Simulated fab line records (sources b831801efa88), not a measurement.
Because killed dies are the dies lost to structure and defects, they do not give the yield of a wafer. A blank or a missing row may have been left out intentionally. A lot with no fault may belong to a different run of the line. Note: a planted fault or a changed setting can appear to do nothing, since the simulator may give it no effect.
Which tool is to blame? | flow sfq line | Sampling: 14 lots, 42 wafers, 5 of 325 route steps

## WHAT THE GAUGES SHOWED, per wafer
SFQ_I0_BOW_MEAS_907. Usual: I0_BOW typically reads 0 um, with standard deviation 7.
lot  | measured     | on            | I0_BOW (um)  | flag
L928 | day 6 10:49  | film metro-03 | -1 5 2       |
L929 | day 6 18:01  | film metro-03 | -4 -6 9      |
L930 | day 6 21:01  | film metro-02 | -6 -3 3      |
L931 | day 7 03:04  | film metro-01 | 1 6 -7       |
L932 | day 7 10:49  | film metro-03 | 5 3 -6       |
L935 | day 8 06:46  | film metro-03 | -4 1 -11     |
L936 | day 8 12:46  | film metro-01 | -8 2 0       |
L939 | day 9 05:55  | film metro-01 | 2 14 7       |
L942 | day 10 03:01 | film metro-02 | -3 -8 3      |
L945 | day 10 18:37 | film metro-02 | 0 5 -11      |
L946 | day 11 00:36 | film metro-03 | -4 3 2 - - - |
L947 | day 11 09:36 | film metro-02 | 6 11 2 - - - |
L948 | day 11 12:24 | film metro-03 | -6 -11 -13   |
L950 | day 12 02:59 | film metro-01 | -7 -5 -2     |

SFQ_M5_OVL_MEAS_932. Usual: M5_OVL typically reads -2 nm, with standard deviation 4.2.
lot  | measured     | on         | M5_OVL (nm) | flag
L928 | day 49 03:13 | overlay-02 | -5 -5 -1    |
L929 | day 49 04:25 | overlay-01 | -8 -1 -10   |
L930 | day 49 09:01 | overlay-01 | -3 -7 -2    |
L931 | day 49 10:13 | overlay-01 | -8 1 0      |
L932 | day 49 11:25 | overlay-01 | 3 2 5       |
L935 | day 53 01:38 | overlay-01 | -1 -1 0     |
L936 | day 53 07:49 | overlay-02 | -5 0 -5     |
L939 | day 60 01:03 | overlay-01 | -2 2 1      |
L942 | day 61 18:01 | overlay-01 | 0 -4 -5     |
L945 | day 68 11:13 | overlay-01 | -1 0 4      |
L946 | day 69 04:47 | overlay-02 | 5 -3 1      |
L947 | day 69 14:31 | overlay-02 | -9 -1 -1    |
L948 | day 69 15:43 | overlay-01 | -2 -7 -10   |
L950 | day 70 03:43 | overlay-01 | 2 3 7       |

## WHICH TOOL RAN EACH LOT (tool, then ch and the chambers of the sampled wafers, then the start)
lot  | SFQ_TRILAYER_I0_CMP_CMP_028  | SFQ_TRILAYER_I0_METRO_MEASURE_029 | SFQ_TRILAYER_I0_VIA_ETCH_VIA_ETCH_034
L928 | cmp-02 ch 1,2,3, day 6 08:19 | film metro-03, day 6 10:56        | rie diel-02 ch 2,3, day 9 23:00
L929 | cmp-01 ch 1,2,3, day 6 16:01 | film metro-03, day 6 18:08        | rie diel-03 ch 0,1, day 10 07:24
L930 | cmp-01 ch 2,3, day 6 18:31   | film metro-02, day 6 21:08        | rie diel-02 ch 0,1,2, day 10 12:12
L931 | cmp-01 ch 0,1,2, day 7 01:01 | film metro-01, day 7 03:32        | rie diel-04 ch 0,1,2, day 10 21:54
L932 | cmp-02 ch 0,2,3, day 7 07:49 | film metro-03, day 7 10:56        | rie diel-03 ch 0,2,3, day 11 15:10
L935 | cmp-02 ch 0,2,3, day 8 03:44 | film metro-03, day 8 07:04        | rie diel-02 ch 1,2,3, day 12 16:22
L936 | cmp-02 ch 0,2,3, day 8 10:44 | film metro-01, day 8 13:04        | rie diel-02 ch 0,1,3, day 12 23:34
L939 | cmp-02 ch 0,2,3, day 9 02:55 | film metro-01, day 9 06:02        | rie diel-02 ch 0,2,3, day 13 22:50
L942 | cmp-02 ch 0,3, day 10 00:00  | film metro-02, day 10 03:19       | rie diel-02 ch 0,1,3, day 15 01:02
L945 | cmp-02 ch 0,3, day 10 15:36  | film metro-02, day 10 18:55       | rie diel-02 ch 0,1,3, day 15 20:14
L946 | cmp-02 ch 0,2, day 10 21:36  | film metro-03, day 11 04:43       | rie diel-03 ch 0,2,3, day 16 06:16
L947 | cmp-02 ch 0,2, day 11 07:06  | film metro-02, day 11 12:27       | rie diel-04 ch 1,2, day 16 14:40
L948 | cmp-01 ch 0,1, day 11 09:24  | film metro-03, day 11 12:31       | rie diel-03 ch 0,2, day 16 17:04
L950 | cmp-01 ch 0,1, day 11 23:58  | film metro-01, day 12 03:17       | rie diel-02 ch 0,1,2, day 17 11:04
- SFQ_TRILAYER_I0_CMP_CMP_028: polishes SiO2.
- SFQ_TRILAYER_I0_METRO_MEASURE_029
- SFQ_TRILAYER_I0_VIA_ETCH_VIA_ETCH_034: etches SiO2 in CHF3, stops on Nb, target depth 260 nm.

## WHAT THE TOOLS THEMSELVES READ (means of the sampled wafers that have a number; where no wafer has one, the mark that the record gives instead)
SFQ_TRILAYER_I0_CMP_CMP_028. Usual: motor current A 10.1 A, standard deviation 0.83; time to endpoint s 212 s, standard deviation 8.
lot  | tool   | motor current A (A) | time to endpoint s (s) | flag
L928 | cmp-02 | 10.1                | 214                    |
L929 | cmp-01 | 10.7                | 219                    |
L930 | cmp-01 | 10.8                | 203                    |
L931 | cmp-01 | 9.7                 | 213                    |
L932 | cmp-02 | 10.3                | 207                    |
L935 | cmp-02 | 10.2                | 214                    |
L936 | cmp-02 | 10.2                | 210                    |
L939 | cmp-02 | 10.2                | 216                    |
L942 | cmp-02 | 10.5                | 220                    |
L945 | cmp-02 | 10.3                | 210                    |
L946 | cmp-02 | 9.5                 | 213                    |
L947 | cmp-02 | 9.3                 | 229                    |
L948 | cmp-01 | 9.4                 | 210                    |
L950 | cmp-01 | 9.3                 | 212                    |

SFQ_TRILAYER_I0_METRO_MEASURE_029. Usual: 199.9 nm for thk nm, sd 1.
lot  | tool          | thk nm (nm) | flag
L928 | film metro-03 | 200.6       |
L929 | film metro-03 | 199.4       |
L930 | film metro-02 | 199.9       |
L931 | film metro-01 | 200.0       |
L932 | film metro-03 | 200.8       |
L935 | film metro-03 | 200.0       |
L936 | film metro-01 | 199.5       |
L939 | film metro-01 | 198.9       |
L942 | film metro-02 | 200.6       |
L945 | film metro-02 | 201.9       |
L946 | film metro-03 | 190.3       | OFF
L947 | film metro-02 | 190.0       | OFF
L948 | film metro-03 | 200.6       |
L950 | film metro-01 | 200.1       |

SFQ_TRILAYER_I0_VIA_ETCH_VIA_ETCH_034. Usual: drypump motor current A 5.9 A, standard deviation 0.57; oes product au 0.855 a.u., standard deviation 0.0053.
lot  | tool        | drypump motor current A (A) | oes product au (a.u.) | flag
L928 | rie diel-02 | 5.7                         | 0.857                 |
L929 | rie diel-03 | 5.8                         | 0.853                 |
L930 | rie diel-02 | 6.1                         | 0.857                 |
L931 | rie diel-04 | 6.0                         | 0.857                 |
L932 | rie diel-03 | 5.3                         | 0.856                 |
L935 | rie diel-02 | 6.0                         | 0.852                 |
L936 | rie diel-02 | 6.0                         | 0.856                 |
L939 | rie diel-02 | 5.9                         | 0.859                 |
L942 | rie diel-02 | 6.0                         | 0.857                 |
L945 | rie diel-02 | 6.0                         | 0.861                 |
L946 | rie diel-03 | 5.3                         | 0.830                 | OFF
L947 | rie diel-04 | 5.6                         | 0.831                 | OFF
L948 | rie diel-03 | 4.9                         | 0.859                 |
L950 | rie diel-02 | 6.2                         | 0.853                 |

## THE ANSWER, worked out from the rows above alone
Rule: a lot is off if the mean of its wafers that have a number lies more than 3 standard deviations from the usual mean. Also off: a lot with no number at a reading for which 4 or more lots have one. Any other lot the step has rows for is counted as sound. First the gauges in route order, then the tools' own readings, where a lot's mean is used as printed above. The first step at which some lot is off is used, and at that step the reading that is off furthest; a lot without a number counts as furthest.
Off at SFQ_TRILAYER_I0_METRO_MEASURE_029 (thk nm): L946, L947.
If a tool, at that step or one of the process steps before it, ran each lot that is off and ran no sound lot following the first of them, it fits. One candidate fits, namely cmp-02 at SFQ_TRILAYER_I0_CMP_CMP_028. A fault onset in the window from L945 (day 10 15:36, its last sound lot) to L946 (day 10 21:36, its first lot off) fits.

## WHAT THE SIMULATOR HAD INSERTED
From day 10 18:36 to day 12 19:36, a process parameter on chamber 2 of cmp-02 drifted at SFQ_TRILAYER_I0_CMP_CMP_028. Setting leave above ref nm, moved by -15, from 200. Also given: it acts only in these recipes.
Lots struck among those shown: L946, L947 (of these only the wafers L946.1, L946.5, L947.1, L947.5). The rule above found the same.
